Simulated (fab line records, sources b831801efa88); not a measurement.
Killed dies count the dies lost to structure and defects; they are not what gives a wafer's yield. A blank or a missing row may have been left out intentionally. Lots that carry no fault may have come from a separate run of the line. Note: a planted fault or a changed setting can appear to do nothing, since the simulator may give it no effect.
A struck lot beside a sound one ; flow sky130 ; 29 steps out of a route of 708
Sound: these wafers, L459.1, L459.3, L459.4. Struck: wafers L456.2, L456.3, L456.5. The cause is named last.
Per side, at each step with rows, come the tool, then ch with its chambers, and then its first start. Under that, the readings that differ: sound wafers ; struck wafers ; difference of the means ; sigmas: that difference in standard deviations of wafers without a fault.
alike: readings with means less than 2 such deviations apart, plus words and numbers identical on both sides. not compared: withheld readings, readings lacking a value on some wafer, bounds such as >300 that could conceal the same value, and numbers that have no deviation in the record and whose values overlap.
The two part at a step that has a row with sigmas, a row that says differs or no value, or rows on one side only. Non-overlapping numbers with no deviation appear without sigmas and do not part them. A reading missing from all wafers of one side parts the sides only when that side holds two or more wafers.

SKY_PWDE_STRIP_09: strips in O2/N2.
  sound on plasmaAsher-03 ch 0,1, day 7 06:01; struck on plasmaAsher-03 ch 0,1, day 6 09:49
reading;sound;struck;difference;sigmas
stripTimeToEndpointS (s);36.74 36.71 36.69;37.02 36.91 37.07;+0.29;+3
  alike: drypumpMotorCurrentA, oesProductAu
  not compared: rfHoursCounterH
SKY_PWDE_TW_MEAS_10:
  struck on filmMetro-03, day 6 09:56; sound on filmMetro-03, day 7 06:07
  alike: PWDE_TW
then, 7 steps without rows for these wafers: SKY_NWELL_DEHYDRATE_03 (time 60 s); SKY_NWELL_HMDS_04 (prime time 60 s); SKY_NWELL_COAT_05 (resist thk 3000 nm); SKY_NWELL_SOFTBAKE_06; SKY_NWELL_EXPOSE_07 (exposes mask NWM, target cd 840 nm); SKY_NWELL_PEB_08; SKY_NWELL_DEVELOP_09 (develop time 60 s).
SKY_NWELL_OVL_MEAS_10:
  struck on overlay-02, day 7 04:55; sound on overlay-02, day 8 01:31
  alike: NWELL_00_OVL
then, 2 steps without rows for these wafers: SKY_NWELL_IMPLANT_11; SKY_NWELL_IMPLANT_12.
SKY_NWELL_IMPLANT_13:
  struck on implanter-03, day 7 05:16; sound on implanter-03 ch 0, day 8 01:51
  no value came back on the struck wafers for beamEnergyKeV, beamOnS (s); on the sound wafers beamEnergyKeV reads 50.007 49.986 49.979
SKY_NWELL_STRIP_14: strips in O2/N2.
  sound on plasmaAsher-04 ch 0,1, day 8 02:00; struck on plasmaAsher-04 ch 0,1, day 7 05:24
  alike: drypumpMotorCurrentA, oesProductAu, stripTimeToEndpointS
  not compared: rfHoursCounterH
SKY_NWELL_TW_MEAS_15:
  struck on filmMetro-03, day 7 05:31; sound on filmMetro-04, day 8 02:06
  alike: NWELL_TW
then, 7 steps without rows for these wafers: SKY_NWELL_DEHYDRATE_16 (time 60 s); SKY_NWELL_HMDS_17 (prime time 60 s); SKY_NWELL_COAT_18 (resist thk 3000 nm); SKY_NWELL_SOFTBAKE_19; SKY_NWELL_EXPOSE_20 (exposes mask NWM COMPLEMENT, target cd 840 nm); SKY_NWELL_PEB_21; SKY_NWELL_DEVELOP_22 (develop time 60 s).
SKY_NWELL_OVL_MEAS_23:
  struck on overlay-02, day 8 00:13; sound on overlay-01, day 8 23:01
  alike: NWELL_01_OVL
following that, these wafers have no rows for 1 step: SKY_NWELL_IMPLANT_24.
SKY_NWELL_STRIP_25: strips in O2/N2.
  sound on plasmaAsher-03 ch 0,1, day 8 23:13; struck on plasmaAsher-01 ch 1, day 8 00:24
  alike: drypumpMotorCurrentA, oesProductAu, stripTimeToEndpointS
  not compared: rfHoursCounterH
SKY_NWELL_TW_MEAS_26:
  struck on filmMetro-04, day 8 00:31; sound on filmMetro-04, day 8 23:19
  alike: NWELL_2_TW
then, 1 step without rows for these wafers: SKY_NWELL_CLEAN_27 (cleans in SC1/SC2, time 150 s).
SKY_NWELL_RTA_28: time 30 s.
  sound on rtpAnneal-01 ch 0, day 8 23:25; struck on rtpAnneal-01 ch 0, day 8 00:38
  alike: lampPowerPct, rampDownCPerS, wafer_temp_C_max
SKY_NWELL_RS_MEAS_29: measures by four-point-probe.
  struck on filmMetro-04, day 8 00:44; sound on filmMetro-04, day 8 23:31
reading;sound;struck;difference;sigmas
NWELL_RS (ohm/sq);623.1 621.8 622.2;648.8 649.2 647.9;+26.3;+13

== WHERE THEY PART ==
First at SKY_PWDE_STRIP_09; last, within this record, at SKY_NWELL_RS_MEAS_29.

WHY: the cause the simulator had injected
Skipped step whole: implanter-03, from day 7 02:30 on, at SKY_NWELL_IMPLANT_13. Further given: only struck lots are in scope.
